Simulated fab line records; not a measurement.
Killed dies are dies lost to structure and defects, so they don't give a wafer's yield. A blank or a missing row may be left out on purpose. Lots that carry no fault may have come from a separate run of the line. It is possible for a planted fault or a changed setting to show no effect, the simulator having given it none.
Which tool was responsible? -- flow sky130 -- 12 lots, 36 wafers sampled, at 5 steps of a route of 708

## WHAT THE GAUGES READ, wafer by wafer
The record holds no reading of a measuring or inspecting step that can be judged against a usual standard deviation.

## EACH LOT AND THE TOOL THAT RAN IT (in order: tool; ch and the chambers of the sampled wafers; start)
lot,SKY_VIA1_SPUTTER_20,SKY_METAL5_SPUTTER_03,SKY_METAL5_DESCUM_14,SKY_PASSIVATION_CVD_02,SKY_PAD_OPEN_PROBE_99
L926,"pvd_sputter-04, day 35 02:19","pvd_sputter-02, day 43 21:07","rie_metal-01 ch 0,1, day 44 19:22","pecvd-02 ch 0,2, day 44 20:19",-
L927,"pvd_sputter-03, day 35 05:42","pvd_sputter-04, day 43 23:56","rie_metal-02 ch 0, day 44 21:34","pecvd-02 ch 0,2, day 44 22:52","prober-02, day 46 18:47"
L928,"pvd_sputter-01, day 35 12:44","pvd_sputter-02, day 44 04:10","rie_metal-02 ch 0,1, day 45 02:22","pecvd-02 ch 0,2, day 45 03:19","prober-01, day 46 21:47"
L930,"pvd_sputter-01, day 36 15:36","pvd_sputter-03, day 45 08:32","rie_metal-01 ch 0, day 46 05:49","pecvd-03 ch 1,2, day 46 07:05","prober-01, day 48 00:45"
L939,"pvd_sputter-04, day 39 06:35","pvd_sputter-04, day 47 08:06","rie_metal-03 ch 0,1, day 48 04:09","pecvd-01 ch 0,2, day 48 05:22","prober-02, day 49 20:05"
L940,"pvd_sputter-04, day 39 11:58","pvd_sputter-04, day 47 12:39","rie_metal-02 ch 0,1, day 48 08:46","pecvd-02 ch 0,1,2, day 48 09:46","prober-01, day 50 00:56"
L941,"pvd_sputter-01, day 39 16:41","pvd_sputter-02, day 48 00:07","rie_metal-02 ch 0,1, day 48 17:36","pecvd-02 ch 0,1, day 48 18:34",-
L942,"pvd_sputter-01, day 40 01:42","pvd_sputter-02, day 48 04:20","rie_metal-03 ch 0, day 48 22:39","pecvd-02 ch 1,2, day 48 23:36","prober-02, day 50 12:59"
L943,"pvd_sputter-01, day 40 06:27","pvd_sputter-03, day 48 08:14","rie_metal-03 ch 0,1, day 49 02:23","pecvd-03 ch 0,2, day 49 03:19",-
L944,"pvd_sputter-01, day 40 13:41","pvd_sputter-03, day 48 10:38","rie_metal-02 ch 0,1, day 49 05:19","pecvd-01 ch 0,1, day 49 06:25",-
L946,"pvd_sputter-01, day 41 06:06","pvd_sputter-04, day 49 02:39","rie_metal-02 ch 0, day 49 20:25","pecvd-02 ch 0,2, day 49 21:24",-
L947,"pvd_sputter-03, day 41 10:33","pvd_sputter-03, day 49 03:15","rie_metal-01 ch 0,1, day 49 21:01","pecvd-01 ch 1,2, day 49 22:08",-
- SKY_VIA1_SPUTTER_20: material TiN, target thk 20 nm, time 80 s.
- SKY_METAL5_SPUTTER_03: material Ti, target thk 5 nm, time 3.3 s.
- SKY_METAL5_DESCUM_14: chemistry O2, time 11 s.
- SKY_PASSIVATION_CVD_02: deposits Si3N4, target thk 540 nm.
- SKY_PAD_OPEN_PROBE_99

## WHAT THE TOOLS THEMSELVES READ (means of the sampled wafers that have a number; where no wafer has one, the mark that the record gives instead)
SKY_VIA1_SPUTTER_20. Usual: throttle_valve_pct 29.9 %, standard deviation 1.1.
lot,tool,throttle_valve_pct (%),flag
L926,pvd_sputter-04,29.8,
L927,pvd_sputter-03,29.9,
L928,pvd_sputter-01,28.9,
L930,pvd_sputter-01,30.0,
L939,pvd_sputter-04,29.9,
L940,pvd_sputter-04,30.7,
L941,pvd_sputter-01,29.2,
L942,pvd_sputter-01,29.6,
L943,pvd_sputter-01,29.7,
L944,pvd_sputter-01,29.9,
L946,pvd_sputter-01,30.3,
L947,pvd_sputter-03,30.3,

SKY_METAL5_SPUTTER_03. Usual: throttle_valve_pct 30.1 %, standard deviation 0.98.
lot,tool,throttle_valve_pct (%),flag
L926,pvd_sputter-02,29.3,
L927,pvd_sputter-04,29.7,
L928,pvd_sputter-02,30.0,
L930,pvd_sputter-03,30.0,
L939,pvd_sputter-04,30.7,
L940,pvd_sputter-04,29.9,
L941,pvd_sputter-02,30.0,
L942,pvd_sputter-02,30.2,
L943,pvd_sputter-03,30.4,
L944,pvd_sputter-03,30.4,
L946,pvd_sputter-04,30.6,
L947,pvd_sputter-03,29.7,

SKY_METAL5_DESCUM_14. Usual: drypump_motor_current_A 5.9 A, standard deviation 0.45; oes_product_au 1.000 a.u., standard deviation 0.01.
lot,tool,drypump_motor_current_A (A),oes_product_au (a.u.),flag
L926,rie_metal-01,6.2,1.003,
L927,rie_metal-02,5.4,0.993,
L928,rie_metal-02,5.7,0.998,
L930,rie_metal-01,6.6,1.007,
L939,rie_metal-03,6.0,1.009,
L940,rie_metal-02,5.7,0.997,
L941,rie_metal-02,5.9,0.992,
L942,rie_metal-03,5.7,0.992,
L943,rie_metal-03,5.9,1.003,
L944,rie_metal-02,5.6,0.995,
L946,rie_metal-02,5.4,1.000,
L947,rie_metal-01,6.2,1.009,

SKY_PASSIVATION_CVD_02. Usual: heater_power_w 707 W, standard deviation 94.
lot,tool,heater_power_w (W),flag
L926,pecvd-02,633,
L927,pecvd-02,639,
L928,pecvd-02,736,
L930,pecvd-03,755,
L939,pecvd-01,687,
L940,pecvd-02,692,
L941,pecvd-02,674,
L942,pecvd-02,740,
L943,pecvd-03,823,
L944,pecvd-01,740,
L946,pecvd-02,674,
L947,pecvd-01,675,

SKY_PAD_OPEN_PROBE_99. Usual: defect_limited_yield 82.6 %, standard deviation 1.9; killed_at_M0_to_M3 43, standard deviation 5.9; killed_at_M4_up 2.9, standard deviation 1.5; killed_at_contacts 24, standard deviation 5; killed_at_front_end 15, standard deviation 4.8; killed_at_other 0.2, standard deviation 0.5; killed_dies 86, standard deviation 9.3; killed_on_rim 17, standard deviation 4.1; killed_open 47, standard deviation 7.1; killed_short 38, standard deviation 6.3; sort_bin_3_pad_short 0.8 %, standard deviation 0.42; sort_bin_5_function 10.2 %, standard deviation 1.4; sort_bin_6_memory 6.4 %, standard deviation 1.1; sort_n_pass 406, standard deviation 9.3; sort_yield_pct 82.6 %, standard deviation 1.9.
lot,tool,defect_limited_yield (%),killed_at_M0_to_M3,killed_at_M4_up,killed_at_contacts,killed_at_front_end,killed_at_other,killed_dies,killed_on_rim,killed_open,killed_short,sort_bin_3_pad_short (%),sort_bin_5_function (%),sort_bin_6_memory (%),sort_n_pass,sort_yield_pct (%),flag
L927,prober-02,81.7,49,2.3,26,12,0.3,90,20,45,45,0.9,11.1,6.2,402,81.7,
L928,prober-01,83.1,41,2.7,19,20,0.3,83,15,46,37,0.6,10.6,5.7,409,83.1,
L930,prober-01,77.4,68,2.3,27,14,0.0,111,23,48,43,1.4,13.5,7.6,381,77.4,OFF
L939,prober-02,83.1,42,3.3,27,11,0.0,83,17,43,40,0.8,10.7,5.4,409,83.1,
L940,prober-01,81.0,48,2.0,27,16,0.7,94,19,54,40,0.9,10.7,7.4,398,81.0,
L942,prober-02,84.0,33,3.7,28,14,0.7,79,16,43,36,0.9,9.1,6.0,413,84.0,

## THE ANSWER, worked out from the rows above alone
Rule: a lot counts as off when the mean over its wafers that have a number is more than 3 standard deviations away from the usual mean. Also off: a lot with no number at a reading for which 4 or more lots have one. Any other lot the step has rows for is counted as sound. Order of review: gauges by route order, followed by the tools' own readings, for which a lot's mean as printed above is used. The first step at which some lot is off is used, and at that step the reading that is off furthest; a lot without a number counts as furthest.
Off at SKY_PAD_OPEN_PROBE_99 (killed_at_M0_to_M3): L930. Neither off nor sound, because the step has no rows for them: L926, L941, L943, L944, L946, L947.
A tool fits if, at that step or a process step before it, it ran every lot that is off, and no sound lot after the first of them. Can't be told from this: 3 tools fit, pvd_sputter-03 at SKY_METAL5_SPUTTER_03, rie_metal-01 at SKY_METAL5_DESCUM_14, pecvd-03 at SKY_PASSIVATION_CVD_02.

## WHAT WAS PUT IN BY THE SIMULATOR
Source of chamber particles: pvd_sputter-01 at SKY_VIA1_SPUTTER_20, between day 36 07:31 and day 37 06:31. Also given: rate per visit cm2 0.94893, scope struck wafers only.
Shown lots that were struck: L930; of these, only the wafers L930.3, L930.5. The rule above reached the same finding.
